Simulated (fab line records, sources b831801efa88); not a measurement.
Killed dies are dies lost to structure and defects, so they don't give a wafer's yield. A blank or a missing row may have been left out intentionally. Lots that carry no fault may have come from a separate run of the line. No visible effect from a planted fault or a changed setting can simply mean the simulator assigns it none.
Commonality check across tools -- flow sky130 -- 39 wafers sampled across 13 lots

## REASON FOR OPENING
1 of 13 lots carry a flag on the reading SONOS_TUNNEL_TW at SKY_SONOS_TUNNEL_TW_MEAS_12. Fault-free wafers read 197.5, with a standard deviation of 1.4.
Rule: a lot is flagged when every wafer of it that has a number lies more than 4 standard deviations from that mean, or none has a number. The rest of the lots are taken to be sound.

lot,measured,on,"SONOS_TUNNEL_TW, wafer by wafer",flag
L511,day 11 15:11,filmMetro-04,197.4 198.8 199.3,
L512,day 11 16:59,filmMetro-04,198.4 200.0 198.4,
L513,day 12 02:01,filmMetro-02,196.9 197.4 197.4,
L514,day 12 15:11,filmMetro-03,195.4 194.4 195.5,
L516,day 13 02:09,filmMetro-04,198.0 197.4 197.3,
L517,day 14 07:31,filmMetro-03,194.1 193.6 194.9,
L519,day 14 12:40,filmMetro-02,197.0 196.6 198.0,
L518,day 14 13:49,filmMetro-02,197.6 197.7 197.0,
L522,day 15 14:21,filmMetro-02,188.5 188.4 187.7,FLAGGED
L526,day 16 14:58,filmMetro-04,198.4 199.1 198.8,
L529,day 17 16:16,filmMetro-04,199.3 198.7 198.6,
L530,day 17 20:28,filmMetro-02,198.3 197.6 197.3,
L532,day 18 18:32,filmMetro-02,197.7 197.4 197.3,
On average the flagged lots' numbers are 188.2, which is -9.3 against the usual, or -7 standard deviations.

## EACH LOT AND THE TOOL IT RAN ON
Before the reading, the record contains 2 process steps out of a 708-step route. Cell contents, in order: the tool; ch with the chambers the sampled wafers went through; the start.
lot,flag,SKY_VT_ADJUST_PCH_STRIP_09,SKY_SONOS_TUNNEL_IMPLANT_09
L511,,"plasmaAsher-02 ch 0,1, day 10 13:02","implanter-03 ch 0, day 11 14:47"
L512,,"plasmaAsher-04 ch 1, day 10 17:14","implanter-04 ch 0, day 11 16:34"
L513,,"plasmaAsher-04 ch 0,1, day 11 01:43","implanter-04 ch 0, day 12 01:35"
L514,,"plasmaAsher-02 ch 0,1, day 11 14:13","implanter-03 ch 0, day 12 14:47"
L516,,"plasmaAsher-04 ch 0,1, day 12 00:25","implanter-04 ch 0, day 13 01:44"
L517,,"plasmaAsher-03 ch 0,1, day 13 05:13","implanter-03 ch 0, day 14 07:06"
L519,,"plasmaAsher-02 ch 0,1, day 13 10:18","implanter-03 ch 0, day 14 12:14"
L518,,"plasmaAsher-04 ch 0,1, day 13 11:02","implanter-04 ch 0, day 14 13:26"
L522,FLAGGED,"plasmaAsher-04 ch 1, day 14 10:54","implanter-03 ch 0, day 15 13:58"
L526,,"plasmaAsher-03 ch 0,1, day 15 10:43","implanter-01 ch 0, day 16 14:34"
L529,,"plasmaAsher-04 ch 0,1, day 16 10:48","implanter-01 ch 0, day 17 15:50"
L530,,"plasmaAsher-04 ch 0,1, day 16 15:32","implanter-01 ch 0, day 17 20:05"
L532,,"plasmaAsher-03 ch 0,1, day 17 12:39","implanter-04 ch 0, day 18 18:06"
What is done by these steps:
- SKY_VT_ADJUST_PCH_STRIP_09: strips in O2/N2.
- SKY_SONOS_TUNNEL_IMPLANT_09
- SKY_SONOS_TUNNEL_TW_MEAS_12

## FLAGGED AGAINST TOTAL, ONE TOOL AT A TIME (gauges that did the reading follow at the end)
step,tool,lots run,flagged,share of the flagged lots,sound lots run after its first flagged lot
SKY_VT_ADJUST_PCH_STRIP_09,plasmaAsher-02,3,0,none,-
SKY_VT_ADJUST_PCH_STRIP_09,plasmaAsher-03,3,0,none,-
SKY_VT_ADJUST_PCH_STRIP_09,plasmaAsher-04,7,1,all,"2 (L529,L530)"
SKY_SONOS_TUNNEL_IMPLANT_09,implanter-01,3,0,none,-
SKY_SONOS_TUNNEL_IMPLANT_09,implanter-03,5,1,all,0
SKY_SONOS_TUNNEL_IMPLANT_09,implanter-04,5,0,none,-
SKY_SONOS_TUNNEL_TW_MEAS_12,filmMetro-02,6,1,all,"2 (L530,L532)"
SKY_SONOS_TUNNEL_TW_MEAS_12,filmMetro-03,2,0,none,-
SKY_SONOS_TUNNEL_TW_MEAS_12,filmMetro-04,5,0,none,-

## WHAT IS ALLOWED BY THE TABLE
Rows of the table that ran every flagged lot, 3 in all: plasmaAsher-04 at SKY_VT_ADJUST_PCH_STRIP_09, implanter-03 at SKY_SONOS_TUNNEL_IMPLANT_09, filmMetro-02 at SKY_SONOS_TUNNEL_TW_MEAS_12.
- plasmaAsher-04 at SKY_VT_ADJUST_PCH_STRIP_09: 1 of its 7 lots flagged. Lots that were sound ran on it after the first flagged one (L529, L530); a persistent fault on the entire tool would not allow that.
- implanter-03 at SKY_SONOS_TUNNEL_IMPLANT_09: 1 of its 5 lots flagged. A fault beginning between L519 (day 14 12:14), its last sound lot, and L522 (day 15 13:58), its first flagged one, fits the data.
- filmMetro-02 at SKY_SONOS_TUNNEL_TW_MEAS_12: 1 of its 6 lots flagged. Lots that were sound ran on it after the first flagged one (L530, L532); a persistent fault on the entire tool would not allow that.
What remains is a single tool, implanter-03 at SKY_SONOS_TUNNEL_IMPLANT_09.

## WHAT HAD BEEN PUT IN BY THE SIMULATOR
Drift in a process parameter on implanter-03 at SKY_SONOS_TUNNEL_IMPLANT_09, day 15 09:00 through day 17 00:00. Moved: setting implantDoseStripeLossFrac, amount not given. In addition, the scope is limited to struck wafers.
Lots struck among those shown: L522. This agrees with what the rule above found.
